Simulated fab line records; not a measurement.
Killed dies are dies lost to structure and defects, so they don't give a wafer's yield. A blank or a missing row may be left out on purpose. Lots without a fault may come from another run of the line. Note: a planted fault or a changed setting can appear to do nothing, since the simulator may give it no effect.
Matching of chambers || flow gf180mcu || 4 sister chambers for GF_V4_CMP_04 on cmp-01
The step polishes SiO2. 33 wafers are shown with their chamber, then 12 later ones without.

== WAFERS PAIRED WITH THEIR CHAMBERS ==
{"wafer": "L077.2", "chamber": 0, "motorCurrentA (A)": 11.2, "timeToEndpointS (s)": 84}
{"wafer": "L077.3", "chamber": 3, "motorCurrentA (A)": 14.0, "timeToEndpointS (s)": 92}
{"wafer": "L077.4", "chamber": 1, "motorCurrentA (A)": 9.9, "timeToEndpointS (s)": 89}
{"wafer": "L078.3", "chamber": 2, "motorCurrentA (A)": 13.8, "timeToEndpointS (s)": 78}
{"wafer": "L078.4", "chamber": 3, "motorCurrentA (A)": 14.9, "timeToEndpointS (s)": 87}
{"wafer": "L078.6", "chamber": 3, "motorCurrentA (A)": 14.3, "timeToEndpointS (s)": 90}
{"wafer": "L079.2", "chamber": 3, "motorCurrentA (A)": 13.8, "timeToEndpointS (s)": 83}
{"wafer": "L079.4", "chamber": 2, "motorCurrentA (A)": 13.3, "timeToEndpointS (s)": 82}
{"wafer": "L079.6", "chamber": 3, "motorCurrentA (A)": 13.7, "timeToEndpointS (s)": 94}
{"wafer": "L081.2", "chamber": 3, "motorCurrentA (A)": 14.0, "timeToEndpointS (s)": 80}
{"wafer": "L081.3", "chamber": 2, "motorCurrentA (A)": 13.6, "timeToEndpointS (s)": 67}
{"wafer": "L081.4", "chamber": 1, "motorCurrentA (A)": 10.1, "timeToEndpointS (s)": 84}
{"wafer": "L083.1", "chamber": 0, "motorCurrentA (A)": 11.1, "timeToEndpointS (s)": 83}
{"wafer": "L083.2", "chamber": 1, "motorCurrentA (A)": 10.4, "timeToEndpointS (s)": 90}
{"wafer": "L083.3", "chamber": 2, "motorCurrentA (A)": 13.6, "timeToEndpointS (s)": 84}
{"wafer": "L083.4", "chamber": 3, "motorCurrentA (A)": 14.3, "timeToEndpointS (s)": 99}
{"wafer": "L083.5", "chamber": 0, "motorCurrentA (A)": 10.8, "timeToEndpointS (s)": 87}
{"wafer": "L083.6", "chamber": 3, "motorCurrentA (A)": 14.2, "timeToEndpointS (s)": 94}
{"wafer": "L084.3", "chamber": 3, "motorCurrentA (A)": 14.2, "timeToEndpointS (s)": 77}
{"wafer": "L084.5", "chamber": 2, "motorCurrentA (A)": 13.3, "timeToEndpointS (s)": 81}
{"wafer": "L084.6", "chamber": 1, "motorCurrentA (A)": 10.5, "timeToEndpointS (s)": 80}
{"wafer": "L085.1", "chamber": 3, "motorCurrentA (A)": 13.5, "timeToEndpointS (s)": 87}
{"wafer": "L085.2", "chamber": 1, "motorCurrentA (A)": 10.7, "timeToEndpointS (s)": 77}
{"wafer": "L085.5", "chamber": 2, "motorCurrentA (A)": 13.6, "timeToEndpointS (s)": 80}
{"wafer": "L086.4", "chamber": 2, "motorCurrentA (A)": 14.2, "timeToEndpointS (s)": 83}
{"wafer": "L086.5", "chamber": 1, "motorCurrentA (A)": 10.3, "timeToEndpointS (s)": 91}
{"wafer": "L086.6", "chamber": 2, "motorCurrentA (A)": 13.7, "timeToEndpointS (s)": 88}
{"wafer": "L089.2", "chamber": 2, "motorCurrentA (A)": 13.0, "timeToEndpointS (s)": 75}
{"wafer": "L089.4", "chamber": 0, "motorCurrentA (A)": 10.2, "timeToEndpointS (s)": 89}
{"wafer": "L089.6", "chamber": 0, "motorCurrentA (A)": 10.7, "timeToEndpointS (s)": 90}
{"wafer": "L088.2", "chamber": 0, "motorCurrentA (A)": 11.4, "timeToEndpointS (s)": 82}
{"wafer": "L088.3", "chamber": 3, "motorCurrentA (A)": 13.8, "timeToEndpointS (s)": 85}
{"wafer": "L088.5", "chamber": 3, "motorCurrentA (A)": 13.7, "timeToEndpointS (s)": 94}

SIGNATURES (averages over the wafers above)
{"reading": "motorCurrentA", "chamber 0": 10.900, "chamber 1": 10.317, "chamber 2": 13.567, "chamber 3": 14.033, "scatter within a chamber": 0.364}
{"reading": "timeToEndpointS", "chamber 0": 85.83, "chamber 1": 85.17, "chamber 2": 79.78, "chamber 3": 88.50, "scatter within a chamber": 5.81}
Rule: for each reading, subtract the chamber's mean from the wafer's reading, divide by that reading's scatter and square the result; add these up over the readings and take the root, which gives the wafer's distance from the chamber. The wafer belongs to the nearest chamber; if the next one is less than 2 further off, it can't be placed. How the scatter is found: for the shown wafers, subtract from each reading the mean of its chamber, square and add these, divide the total by (wafers less chambers), then take the root.

== WAFERS WITH NO CHAMBER GIVEN ==
{"wafer": "L092.2", "motorCurrentA (A)": 10.7, "timeToEndpointS (s)": 74}
{"wafer": "L092.4", "motorCurrentA (A)": 13.3, "timeToEndpointS (s)": 78}
{"wafer": "L092.5", "motorCurrentA (A)": 14.1, "timeToEndpointS (s)": 92}
{"wafer": "L095.1", "motorCurrentA (A)": 14.2, "timeToEndpointS (s)": 75}
{"wafer": "L095.4", "motorCurrentA (A)": 14.0, "timeToEndpointS (s)": 70}
{"wafer": "L095.5", "motorCurrentA (A)": 13.5, "timeToEndpointS (s)": 78}
{"wafer": "L097.1", "motorCurrentA (A)": 14.6, "timeToEndpointS (s)": 85}
{"wafer": "L097.5", "motorCurrentA (A)": 11.0, "timeToEndpointS (s)": 86}
{"wafer": "L097.6", "motorCurrentA (A)": 13.5, "timeToEndpointS (s)": 90}
{"wafer": "L096.1", "motorCurrentA (A)": 13.7, "timeToEndpointS (s)": 82}
{"wafer": "L096.2", "motorCurrentA (A)": 11.1, "timeToEndpointS (s)": 69}
{"wafer": "L096.6", "motorCurrentA (A)": 10.2, "timeToEndpointS (s)": 80}

== EACH ONE'S CHAMBER ==
{"wafer": "L092.2", "from the rows above": "can't be placed: 0 or 1", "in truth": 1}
{"wafer": "L092.4", "from the rows above": "can't be placed: 2 or 3", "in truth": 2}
{"wafer": "L092.5", "from the rows above": "can't be placed: 3 or 2", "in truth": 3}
{"wafer": "L095.1", "from the rows above": "can't be placed: 2 or 3", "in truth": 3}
{"wafer": "L095.4", "from the rows above": "can't be placed: 2 or 3", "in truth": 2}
{"wafer": "L095.5", "from the rows above": "can't be placed: 2 or 3", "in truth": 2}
{"wafer": "L097.1", "from the rows above": "can't be placed: 3 or 2", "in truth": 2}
{"wafer": "L097.5", "from the rows above": "can't be placed: 0 or 1", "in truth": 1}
{"wafer": "L097.6", "from the rows above": "can't be placed: 3 or 2", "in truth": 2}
{"wafer": "L096.1", "from the rows above": "can't be placed: 2 or 3", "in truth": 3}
{"wafer": "L096.2", "from the rows above": "can't be placed: 0 or 1", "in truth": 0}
{"wafer": "L096.6", "from the rows above": "can't be placed: 1 or 0", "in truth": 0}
0 of 12 placed correctly. Can't be placed from these rows: 12 (the true chamber is among the candidates in 12). Number placed wrongly: 0.
